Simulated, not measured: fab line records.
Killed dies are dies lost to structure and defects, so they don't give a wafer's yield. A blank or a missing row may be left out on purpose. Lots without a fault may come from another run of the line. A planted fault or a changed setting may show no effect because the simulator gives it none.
Which tool is to blame?	flow gf180mcu	at 1 step of a route of 602, 12 lots with 36 wafers sampled

WHAT THE GAUGES READ, wafer by wafer
GF_SAB_CD_MEAS_09: the cd target is 420 nm.
lot	measured	on	cdNm (nm)
L075	day 15 10:05	cdSem-01	420.5 420.3 422.7
L077	day 16 08:53	cdSem-01	423.8 426.2 423.4
L078	day 17 00:21	cdSem-02	417.7 418.0 416.6
L081	day 17 15:28	cdSem-02	419.9 418.6 420.4
L083	day 18 10:35	cdSem-02	418.4 421.7 422.2
L085	day 19 02:58	cdSem-02	421.4 420.2 418.1
L087	day 19 18:11	cdSem-01	417.5 418.8 418.1
L089	day 20 08:23	cdSem-02	415.9 415.5 415.5
L091	day 21 07:08	cdSem-02	421.4 420.8 422.0
L093	day 21 17:48	cdSem-02	420.5 424.6 421.9
L095	day 22 13:14	cdSem-02	421.2 420.3 420.1
L097	day 23 08:41	cdSem-01	418.3 415.6 418.2

WHICH TOOL RAN EACH LOT (tool, then ch and the chambers of the sampled wafers, then the start)
There is no process step in the record ahead of these readings.

THE ANSWER, worked out from the rows above alone
Rule: what is usual is taken from the lots themselves. Put in order of their means at a reading, lots are off if they are a third of the lots or fewer, leave a main group of 4 or more, and stand apart from it by a gap of 3 or more times the standard deviation of the main group's means; of several such gaps the widest counts. The tables above print the reading to a certain number of digits; a main group whose means all agree to those digits is not used. A lot without any number at a reading at which 4 lots or more have one is off too. Any other lot the step has rows for is counted as sound.
No lot is off at any reading shown: from this, nothing can be told.

WHAT WAS PUT IN BY THE SIMULATOR
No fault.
